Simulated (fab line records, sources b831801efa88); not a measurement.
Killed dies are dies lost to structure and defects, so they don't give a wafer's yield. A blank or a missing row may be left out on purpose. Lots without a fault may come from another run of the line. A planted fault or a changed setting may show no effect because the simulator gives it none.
Split-lot experiment | flow sky130 | 5 lots, 23 wafers read, on a route of 708 steps

THE SPLIT
At SKY_SPACER_CVD_00 (deposits Si3N4 from DCS/NH3, target thk 43.1 nm, time 740 s), the setting pressure_mtorr was moved away from the recipe's 250 mTorr on 15 of the 23 wafers read, by -12.8% to +14.4%. The other wafers ran this setting at the recipe's value.

FROM THE SPLIT TO THE READING: what the file shows between them, 1 step
- SKY_SPACER_THK_MEAS_01

THE READING
oes_product_au, in a.u., at SKY_SPACER_ETCHBACK_02 (etches Si3N4 in CH3F/O2, stops on SiO2, time 46.7 s, target depth 45 nm). Fault-free wafers of this fab line usually give 0.854 a.u., standard deviation 0.0058 a.u..

wafer  | tool, chamber at the split | pressure_mtorr as run, mTorr | against the recipe | oes_product_au, a.u. | against lot-mates on the recipe
L075.1 | -, -                       | 250                          | recipe             | 0.857                | -
L075.2 | -, -                       | 250                          | recipe             | 0.843                | -
L075.3 | -, -                       | 250                          | recipe             | 0.855                | -
L075.5 | -, -                       | 250                          | recipe             | 0.853                | -
L075.6 | -, -                       | 250                          | recipe             | 0.856                | -
L076.2 | -, -                       | 217.9                        | -12.8%             | 0.834                | no lot-mate on the recipe
L076.3 | -, -                       | 217.9                        | -12.8%             | 0.836                | no lot-mate on the recipe
L076.4 | -, -                       | 217.9                        | -12.8%             | 0.842                | no lot-mate on the recipe
L076.5 | -, -                       | 217.9                        | -12.8%             | 0.837                | no lot-mate on the recipe
L076.6 | -, -                       | 217.9                        | -12.8%             | 0.830                | no lot-mate on the recipe
L079.3 | lpcvd-02, 1                | 250                          | recipe             | 0.848                | -
L079.5 | lpcvd-02, 1                | 250                          | recipe             | 0.848                | -
L079.6 | lpcvd-02, 1                | 250                          | recipe             | 0.848                | -
L082.1 | -, -                       | 277                          | +10.8%             | 0.871                | no lot-mate on the recipe
L082.2 | -, -                       | 277                          | +10.8%             | 0.878                | no lot-mate on the recipe
L082.3 | -, -                       | 277                          | +10.8%             | 0.876                | no lot-mate on the recipe
L082.4 | -, -                       | 277                          | +10.8%             | 0.873                | no lot-mate on the recipe
L082.5 | -, -                       | 277                          | +10.8%             | 0.872                | no lot-mate on the recipe
L084.1 | -, -                       | 286.1                        | +14.4%             | 0.876                | no lot-mate on the recipe
L084.2 | -, -                       | 286.1                        | +14.4%             | 0.878                | no lot-mate on the recipe
L084.4 | -, -                       | 286.1                        | +14.4%             | 0.879                | no lot-mate on the recipe
L084.5 | -, -                       | 286.1                        | +14.4%             | 0.874                | no lot-mate on the recipe
L084.6 | -, -                       | 286.1                        | +14.4%             | 0.872                | no lot-mate on the recipe

THE FIT
A straight line over all 23 wafers: oes_product_au changes by +0.00156 a.u. for each +1% of pressure_mtorr; r = +0.96; the points scatter about the line by 0.0047 a.u..
Too few moved wafers have a lot-mate on the recipe to fit a line with each lot's own level taken away.

THE WHOLE CHAIN: every reading that the file lists as answering this split, in the file's order
step                   | what it does                                                            | reading                                                                        | change (the file's fit)                   | r (the file's)
SKY_SPACER_CVD_00      | deposits Si3N4 from DCS/NH3, target thk 43.1 nm, time 740 s             | Si3N4_of_SPACER_CVD_00.thk_nm (the simulator's own value, which no gauge read) | +0.145 nm for each +1% of the setting     | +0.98
SKY_SPACER_THK_MEAS_01 |                                                                         | SPACER_CVD_00_THK                                                              | +0.146 for each +1% of the setting        | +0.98
SKY_SPACER_ETCHBACK_02 | etches Si3N4 in CH3F/O2, stops on SiO2, time 46.7 s, target depth 45 nm | oes_product_au                                                                 | +0.00156 a.u. for each +1% of the setting | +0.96
SKY_SALICIDE_CLEAN_00  | cleans in HF-last, time 30 s                                            | Si3N4_of_SPACER_CVD_00.thk_nm (the simulator's own value, which no gauge read) | +0.146 nm for each +1% of the setting     | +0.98

THE FILE'S OWN FIT
oes_product_au changes by +0.00156 a.u. for each +1% of pressure_mtorr, r = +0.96.
